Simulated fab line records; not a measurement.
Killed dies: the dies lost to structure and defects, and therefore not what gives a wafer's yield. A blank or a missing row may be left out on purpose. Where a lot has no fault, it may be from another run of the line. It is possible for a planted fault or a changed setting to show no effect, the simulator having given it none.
Which tool was responsible? ; flow gf180mcu ; 6 lots, 18 wafers sampled, at 4 steps of a route of 602

WHAT EACH GAUGE READ, for each wafer
GF_PSD_CD_MEAS_07: the cd target is 400 nm.
lot;measured;on;cd-nm (nm)
L665;day 14 06:40;cd-sem-02;404.1 404.4 402.6
L667;day 14 23:50;cd-sem-01;398.6 400.2 398.0
L672;day 16 19:42;cd-sem-02;398.8 399.5 399.5
L679;day 19 23:48;cd-sem-02;398.0 398.7 399.1
L684;day 21 09:03;cd-sem-02;401.8 404.9 405.6
L687;day 22 03:12;cd-sem-02;402.9 401.4 400.8

WHAT TOOL EACH LOT RAN ON (gives the tool, then ch and the chambers of the sampled wafers, and finally the start)
lot;GF_MVPSD_STRIP_10;GF_DUAL_GATE_SOFTBAKE_07;GF_DUAL_GATE_STRIP_13
L665;plasma-asher-02 ch 0,1, day 5 04:19;litho-track-03 ch 0, day 8 01:18;plasma-asher-01 ch 0,1, day 8 09:17
L667;plasma-asher-01 ch 0,1, day 5 18:04;litho-track-01 ch 0, day 8 17:17;plasma-asher-01 ch 1, day 9 00:59
L672;plasma-asher-04 ch 0,1, day 6 22:19;litho-track-01 ch 0, day 10 03:39;plasma-asher-03 ch 0,1, day 10 13:15
L679;plasma-asher-01 ch 0,1, day 8 21:47;litho-track-01 ch 0, day 12 13:30;plasma-asher-01 ch 0, day 12 23:34
L684;plasma-asher-02 ch 0,1, day 10 00:22;litho-track-03 ch 0, day 13 17:16;plasma-asher-04 ch 0,1, day 14 03:35
L687;plasma-asher-01 ch 0, day 10 17:32;litho-track-02 ch 0, day 14 10:45;plasma-asher-03 ch 0,1, day 14 21:52
- GF_MVPSD_STRIP_10: strips in O2/N2.
- GF_DUAL_GATE_SOFTBAKE_07: time 60 s.
- GF_DUAL_GATE_STRIP_13: strips in O2/N2.

THE ANSWER, worked out from the rows above alone
Rule: the usual values come from the lots themselves. Put in order of their means at a reading, lots are off if they are a third of the lots or fewer, leave a main group of 4 or more, and stand apart from it by a gap of 3 or more times the standard deviation of the main group's means; of several such gaps the widest counts. The tables above print the reading to a certain number of digits; a main group whose means all agree to those digits is not used. Also off: a lot with no number at a reading for which 4 or more lots have one. Where the step has rows for the other lots, those lots are counted as sound.
None of the lots is off at any reading shown; this tells nothing.

WHAT THE SIMULATOR PUT IN
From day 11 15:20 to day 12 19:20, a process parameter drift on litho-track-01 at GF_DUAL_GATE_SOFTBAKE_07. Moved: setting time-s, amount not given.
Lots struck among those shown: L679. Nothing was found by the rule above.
